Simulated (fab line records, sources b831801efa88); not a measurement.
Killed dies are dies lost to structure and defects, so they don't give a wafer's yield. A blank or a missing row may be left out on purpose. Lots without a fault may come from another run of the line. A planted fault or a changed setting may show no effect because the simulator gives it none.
Which tool did it? | flow sky130 | 13 lots, 39 wafers sampled, at 3 steps of a route of 708

WHAT THE GAUGES READ, wafer by wafer
SKY_LI_CONTACT_RS_MEAS_22: measures by four-point-probe. Usual: LI_CONTACT_W_RS 0.2854 ohm/sq, standard deviation 0.0026.
lot  | measured     | on            | LI_CONTACT_W_RS (ohm/sq) | flag
L859 | day 30 15:26 | film_metro-02 | 0.2857 0.2860 0.2853     |
L861 | day 30 16:16 | film_metro-02 | 0.2860 0.2861 0.2871     |
L860 | day 30 17:11 | film_metro-01 | 0.2835 0.2834 0.2837     |
L863 | day 31 03:03 | film_metro-04 | 0.2839 0.2851 0.2855     |
L864 | day 32 00:02 | film_metro-02 | 0.2837 0.2852 0.2845     |
L865 | day 32 01:41 | film_metro-01 | 0.2846 0.2881 0.2873     |
L867 | day 32 10:49 | film_metro-01 | 0.2766 0.2793 0.2810     |
L869 | day 32 23:58 | film_metro-01 | 0.2796 0.2862 0.2840     |
L876 | day 35 17:10 | film_metro-02 | 0.2877 0.2829 0.2857     |
L877 | day 35 19:28 | film_metro-01 | 0.2831 0.2855 0.2858     |
L878 | day 36 01:57 | film_metro-04 | 0.2905 0.2881 0.2914     |
L880 | day 37 14:35 | film_metro-01 | 0.2860 0.2854 0.2838     |
L879 | day 37 16:58 | film_metro-04 | 0.2907 0.2874 0.2888     |

SKY_LOCAL_INTERCONNECT_OVL_MEAS_12. Usual: LOCAL_INTERCONNECT_OVL -1 nm, standard deviation 4.9.
lot  | measured     | on         | LOCAL_INTERCONNECT_OVL (nm) | flag
L859 | day 31 19:14 | overlay-01 | -6 -5 -5                    |
L861 | day 31 21:01 | overlay-01 | 0 7 3                       |
L860 | day 31 21:47 | overlay-02 | -4 -3 -3                    |
L863 | day 32 07:26 | overlay-01 | 1 -3 6                      |
L864 | day 33 03:49 | overlay-01 | -5 1 0                      |
L865 | day 33 05:01 | overlay-01 | -2 13 3                     |
L867 | day 33 13:57 | overlay-02 | -15 -4 -15                  |
L869 | day 34 02:38 | overlay-01 | 2 -6 0                      |
L876 | day 36 20:29 | overlay-01 | -2 2 -4                     |
L877 | day 36 21:47 | overlay-02 | 0 9 2                       |
L878 | day 37 04:53 | overlay-02 | -2 -4 -4                    |
L880 | day 38 16:49 | overlay-02 | -2 -4 -7                    |
L879 | day 38 19:13 | overlay-02 | -1 2 6                      |

SKY_CONTACT_THK_MEAS_03. Usual: CONTACT_HDPCVD_THK 565 nm, standard deviation 6.2.
lot  | measured     | on            | CONTACT_HDPCVD_THK (nm) | flag
L859 | day 31 20:08 | film_metro-02 | 559 562 568             |
L861 | day 31 22:01 | film_metro-01 | 569 567 571             |
L860 | day 31 22:41 | film_metro-03 | 563 556 558             |
L863 | day 32 08:23 | film_metro-01 | 562 558 562             |
L864 | day 33 05:10 | film_metro-01 | 559 566 560             |
L865 | day 33 06:02 | film_metro-02 | 567 566 576             |
L867 | day 33 14:51 | film_metro-01 | 564 563 566             |
L869 | day 34 03:39 | film_metro-01 | 565 563 557             |
L876 | day 36 21:23 | film_metro-03 | 566 566 567             |
L877 | day 36 22:42 | film_metro-03 | 567 563 569             |
L878 | day 37 05:47 | film_metro-01 | 560 570 568             |
L880 | day 38 17:43 | film_metro-03 | 560 560 568             |
L879 | day 38 20:09 | film_metro-02 | 562 564 570             |

WHICH TOOL RAN EACH LOT (tool, then ch and the chambers of the sampled wafers, then the start)
The record holds no process step before these readings.

WHAT THE TOOLS THEMSELVES READ (means of the sampled wafers that have a number; where no wafer has one, the mark that the record gives instead)
The record holds no such reading with a usual standard deviation.

THE ANSWER, worked out from the rows above alone
Rule: a lot is off if the mean of its wafers that have a number lies more than 3 standard deviations from the usual mean. A lot without any number at a reading at which 4 lots or more have one is off too. The other lots that the step has rows for count as sound. The gauges are gone through in route order, then the tools' own readings, and for those a lot's mean is taken as printed above. The first step at which some lot is off is used, and at that step the reading that is off furthest; a lot without a number counts as furthest.
No lot is off at any reading shown: from this, nothing can be told.

WHAT THE SIMULATOR HAD PUT IN
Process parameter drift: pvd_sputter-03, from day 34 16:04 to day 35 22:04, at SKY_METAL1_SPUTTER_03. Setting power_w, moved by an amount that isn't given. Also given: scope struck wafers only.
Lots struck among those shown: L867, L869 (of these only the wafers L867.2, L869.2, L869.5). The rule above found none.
